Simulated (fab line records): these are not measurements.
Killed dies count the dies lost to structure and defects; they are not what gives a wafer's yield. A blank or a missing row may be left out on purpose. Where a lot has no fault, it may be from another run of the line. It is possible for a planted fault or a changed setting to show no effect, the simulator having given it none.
Matching of chambers | flow sky130 | SKY_VIA2_ETCH_14 on rie diel-03 has 4 sister chambers
The step etches BARC in N2/H2, stops on SiO2, time 45.9 s, target depth 60 nm. 18 wafers are shown with their chamber, then 9 later ones without.

WAFERS PAIRED WITH THEIR CHAMBERS
wafer  | chamber | drypump motor current A (A) | oes product au (a.u.) | throttle valve pct (%)
L074.1 | 0       | 5.1                         | 0.857                 | 13.220
L074.2 | 2       | 5.8                         | 0.859                 | 13.206
L074.5 | 2       | 5.8                         | 0.854                 | 13.224
L077.1 | 0       | 5.1                         | 0.860                 | 13.229
L077.2 | 3       | 5.2                         | 0.856                 | 13.233
L077.3 | 2       | 5.7                         | 0.853                 | 13.236
L077.4 | 1       | 5.0                         | 0.852                 | 13.221
L077.5 | 1       | 5.0                         | 0.852                 | 13.232
L077.6 | 0       | 5.1                         | 0.859                 | 13.227
L082.2 | 2       | 5.7                         | 0.859                 | 13.243
L082.4 | 1       | 5.0                         | 0.855                 | 13.223
L082.6 | 2       | 5.7                         | 0.860                 | 13.227
L085.1 | 0       | 5.1                         | 0.849                 | 13.233
L085.2 | 3       | 5.3                         | 0.858                 | 13.227
L085.3 | 1       | 5.0                         | 0.850                 | 13.211
L085.4 | 2       | 5.8                         | 0.855                 | 13.222
L085.5 | 2       | 5.7                         | 0.850                 | 13.217
L085.6 | 3       | 5.3                         | 0.860                 | 13.217

SIGNATURES (averages over the wafers above)
reading                 | chamber 0 | chamber 1 | chamber 2 | chamber 3 | scatter within a chamber
drypump motor current A | 5.100     | 5.000     | 5.743     | 5.267     | 0.0412
oes product au          | 0.85625   | 0.85225   | 0.85571   | 0.85800   | 0.00357
throttle valve pct      | 13.22725  | 13.22175  | 13.22500  | 13.22567  | 0.00973
Rule: a wafer lies at a distance from a chamber equal to the root of the sum of squares, over the readings, of (its reading less the chamber's mean, divided by the reading's scatter). If the next closest chamber is less than 2 further off than the closest, the wafer can't be placed; otherwise it belongs to the closest. How the scatter is found: for the shown wafers, subtract from each reading the mean of its chamber, square and add these, divide the total by (wafers less chambers), then take the root.

WAFERS WHOSE CHAMBER IS MISSING
wafer  | drypump motor current A (A) | oes product au (a.u.) | throttle valve pct (%)
L089.4 | 5.3                         | 0.852                 | 13.221
L089.5 | 5.8                         | 0.858                 | 13.229
L089.6 | 5.0                         | 0.855                 | 13.228
L093.3 | 5.7                         | 0.853                 | 13.224
L093.5 | 5.3                         | 0.851                 | 13.214
L093.6 | 5.8                         | 0.855                 | 13.235
L094.2 | 5.1                         | 0.851                 | 13.229
L094.3 | 5.2                         | 0.854                 | 13.234
L094.4 | 5.0                         | 0.854                 | 13.231

CHAMBER TAKEN BY EACH
wafer  | from the rows above     | in truth
L089.4 | 3                       | 3
L089.5 | 2                       | 2
L089.6 | can't be placed: 1 or 0 | 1
L093.3 | 2                       | 2
L093.5 | 3                       | 3
L093.6 | 2                       | 2
L094.2 | can't be placed: 0 or 1 | 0
L094.3 | can't be placed: 3 or 0 | 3
L094.4 | can't be placed: 1 or 0 | 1
Correct placement for 5 of the 9. These rows do not allow placing 4 (true chamber among the candidates in 4). Number placed wrongly: 0.
